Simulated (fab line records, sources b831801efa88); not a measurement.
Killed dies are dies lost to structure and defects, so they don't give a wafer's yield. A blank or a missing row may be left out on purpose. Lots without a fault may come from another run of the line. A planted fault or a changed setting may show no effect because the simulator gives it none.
Which tool did it? | flow gf180mcu | 14 lots, 42 wafers sampled, at 5 steps of a route of 602

WHAT THE GAUGES READ, wafer by wafer
GF_VT_IMPLANT_RS_MEAS_48: measures by four-point-probe. Usual: LVPWELL_RS 1197 ohm/sq, standard deviation 3.2.
lot  | measured     | on            | LVPWELL_RS (ohm/sq) | flag
L792 | day 7 10:08  | film_metro-03 | 1198 1197 1198      |
L793 | day 7 16:38  | film_metro-03 | 1194 1195 1198      |
L794 | day 8 00:03  | film_metro-04 | 1193 1193 1194      |
L795 | day 8 07:30  | film_metro-04 | 1198 1199 1197      |
L796 | day 8 11:47  | film_metro-04 | 1198 1196 1197      |
L804 | day 11 08:20 | film_metro-03 | 1137 1140 1138      | OFF
L805 | day 11 12:50 | film_metro-01 | 1139 1139 1138      | OFF
L808 | day 12 01:43 | film_metro-01 | 1198 1195 1197      |
L810 | day 12 15:29 | film_metro-01 | 1195 1194 1193      |
L811 | day 12 21:05 | film_metro-03 | 1200 1204 1203      |
L812 | day 13 01:32 | film_metro-01 | 1201 1202 1203      |
L813 | day 13 10:23 | film_metro-03 | 1202 1203 1202      |
L814 | day 13 17:53 | film_metro-01 | 1192 1194 1196      |
L815 | day 14 00:00 | film_metro-04 | 1194 1189 1191      |

GF_PSD_TW_MEAS_11. Usual: PSD_TW 3172, standard deviation 14.
lot  | measured     | on            | PSD_TW         | flag
L792 | day 13 22:57 | film_metro-02 | 3195 3188 3200 |
L793 | day 14 10:09 | film_metro-02 | 3165 3145 3174 |
L794 | day 14 17:29 | film_metro-04 | 3175 3164 3145 |
L795 | day 15 01:11 | film_metro-02 | 3177 3179 3181 |
L796 | day 15 10:07 | film_metro-04 | 3157 3163 3179 |
L804 | day 18 22:00 | film_metro-01 | 3171 3176 3162 |
L805 | day 19 04:59 | film_metro-04 | 3161 3198 3172 |
L808 | day 20 00:53 | film_metro-01 | 3181 3184 3195 |
L810 | day 20 13:42 | film_metro-02 | 3156 3163 3175 |
L811 | day 20 20:53 | film_metro-02 | 3192 3176 3199 |
L812 | day 21 02:26 | film_metro-02 | 3161 3152 3156 |
L813 | day 21 11:14 | film_metro-04 | 3143 3157 3134 |
L814 | day 21 18:56 | film_metro-02 | 3162 3160 3166 |
L815 | day 22 04:23 | film_metro-02 | 3169 3148 3157 |

GF_CONTACT_THK_MEAS_03. Usual: CONTACT_CVD_02_THK 864 nm, standard deviation 13.
lot  | measured     | on            | CONTACT_CVD_02_THK (nm) | flag
L792 | day 14 21:26 | film_metro-03 | 858 872 865             |
L793 | day 15 08:57 | film_metro-01 | 851 850 871             |
L794 | day 15 16:48 | film_metro-03 | 869 870 876             |
L795 | day 16 00:47 | film_metro-03 | 858 869 878             |
L796 | day 16 09:32 | film_metro-01 | 853 839 877             |
L804 | day 19 21:47 | film_metro-01 | 879 870 883             |
L805 | day 20 05:53 | film_metro-03 | 866 849 866             |
L808 | day 21 01:37 | film_metro-03 | 863 869 867             |
L810 | day 21 15:03 | film_metro-03 | 849 877 874             |
L811 | day 21 21:56 | film_metro-04 | 863 853 875             |
L812 | day 22 03:40 | film_metro-03 | 858 876 880             |
L813 | day 22 12:50 | film_metro-03 | 857 870 880             |
L814 | day 22 19:53 | film_metro-01 | 859 857 869             |
L815 | day 23 05:17 | film_metro-04 | 857 860 861             |

WHICH TOOL RAN EACH LOT (tool, then ch and the chambers of the sampled wafers, then the start)
lot  | GF_LVPWELL_IMPLANT_09          | GF_SALICIDE_SPUTTER_02
L792 | implanter-01 ch 0, day 3 20:13 | pvd_sputter-02, day 14 20:44
L793 | implanter-01 ch 0, day 4 00:55 | pvd_sputter-01, day 15 08:14
L794 | implanter-01 ch 0, day 4 06:55 | pvd_sputter-01, day 15 16:05
L795 | implanter-01 ch 0, day 4 12:20 | pvd_sputter-03, day 16 00:01
L796 | implanter-03 ch 0, day 4 17:23 | pvd_sputter-03, day 16 08:49
L804 | implanter-01 ch 0, day 7 00:31 | pvd_sputter-01, day 19 21:05
L805 | implanter-01 ch 0, day 7 03:49 | pvd_sputter-03, day 20 05:05
L808 | implanter-02 ch 0, day 7 15:17 | pvd_sputter-02, day 21 00:49
L810 | implanter-03 ch 0, day 8 02:46 | pvd_sputter-02, day 21 14:14
L811 | implanter-03 ch 0, day 8 07:13 | pvd_sputter-02, day 21 21:10
L812 | implanter-02 ch 0, day 8 12:13 | pvd_sputter-01, day 22 02:58
L813 | implanter-02 ch 0, day 8 19:50 | pvd_sputter-01, day 22 12:08
L814 | implanter-03 ch 0, day 9 02:02 | pvd_sputter-01, day 22 19:10
L815 | implanter-03 ch 0, day 9 05:16 | pvd_sputter-01, day 23 04:34
- GF_LVPWELL_IMPLANT_09
- GF_SALICIDE_SPUTTER_02: material Co, target thk 10 nm, time 20 s.

WHAT THE TOOLS THEMSELVES READ (means of the sampled wafers that have a number; where no wafer has one, the mark that the record gives instead)
GF_LVPWELL_IMPLANT_09. Usual: beam_on_s 9.97 s, standard deviation 0.19; faraday_current_uA 28.3, standard deviation 0.53.
lot  | tool         | beam_on_s (s) | faraday_current_uA | flag
L792 | implanter-01 | 9.94          | 28.4               |
L793 | implanter-01 | 9.98          | 28.2               |
L794 | implanter-01 | 10.20         | 27.6               |
L795 | implanter-01 | 10.06         | 28.0               |
L796 | implanter-03 | 9.86          | 28.6               |
L804 | implanter-01 | 12.83         | 22.0               | OFF
L805 | implanter-01 | 12.92         | 21.9               | OFF
L808 | implanter-02 | 9.90          | 28.5               |
L810 | implanter-03 | 10.09         | 28.0               |
L811 | implanter-03 | 9.98          | 28.3               |
L812 | implanter-02 | 10.05         | 28.1               |
L813 | implanter-02 | 9.88          | 28.6               |
L814 | implanter-03 | 9.96          | 28.3               |
L815 | implanter-03 | 9.74          | 28.9               |

GF_SALICIDE_SPUTTER_02. Usual: throttle_valve_pct 29.8 %, standard deviation 0.71.
lot  | tool           | throttle_valve_pct (%) | flag
L792 | pvd_sputter-02 | 29.5                   |
L793 | pvd_sputter-01 | 30.1                   |
L794 | pvd_sputter-01 | 30.1                   |
L795 | pvd_sputter-03 | 30.1                   |
L796 | pvd_sputter-03 | 30.4                   |
L804 | pvd_sputter-01 | 29.5                   |
L805 | pvd_sputter-03 | 30.5                   |
L808 | pvd_sputter-02 | 29.3                   |
L810 | pvd_sputter-02 | 29.3                   |
L811 | pvd_sputter-02 | 29.3                   |
L812 | pvd_sputter-01 | 29.2                   |
L813 | pvd_sputter-01 | 29.6                   |
L814 | pvd_sputter-01 | 29.9                   |
L815 | pvd_sputter-01 | 30.1                   |

THE ANSWER, worked out from the rows above alone
Rule: a lot is off if the mean of its wafers that have a number lies more than 3 standard deviations from the usual mean. A lot without any number at a reading at which 4 lots or more have one is off too. The other lots that the step has rows for count as sound. The gauges are gone through in route order, then the tools' own readings, and for those a lot's mean is taken as printed above. The first step at which some lot is off is used, and at that step the reading that is off furthest; a lot without a number counts as furthest.
Off: L804, L805, at GF_VT_IMPLANT_RS_MEAS_48 (LVPWELL_RS).
A tool fits if, at a process step before that reading, it ran every lot that is off, and no sound lot after the first of them. The gauges at GF_VT_IMPLANT_RS_MEAS_48 aren't tried: what is off there is off at GF_LVPWELL_IMPLANT_09 too, on other tools, and a gauge's error can't cause that. One fits: implanter-01 at GF_LVPWELL_IMPLANT_09. Its last sound lot is L795 (day 4 12:20), its first lot that is off L804 (day 7 00:31): a fault that began between those two fits.
The tool's own readings at GF_LVPWELL_IMPLANT_09 bear it out: on the lots that are off they differ by more than 5 times the standard deviation of the sound lots' means. beam_on_s reads 12.88 s there against 9.97 s on the sound lots; faraday_current_uA reads 21.9 there against 28.3 on the sound lots.

WHAT THE SIMULATOR HAD PUT IN
Process parameter drift: implanter-01, from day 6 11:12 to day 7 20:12, at GF_LVPWELL_IMPLANT_09. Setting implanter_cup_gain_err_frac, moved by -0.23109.
Lots struck among those shown: L804, L805. The rule above found the same.
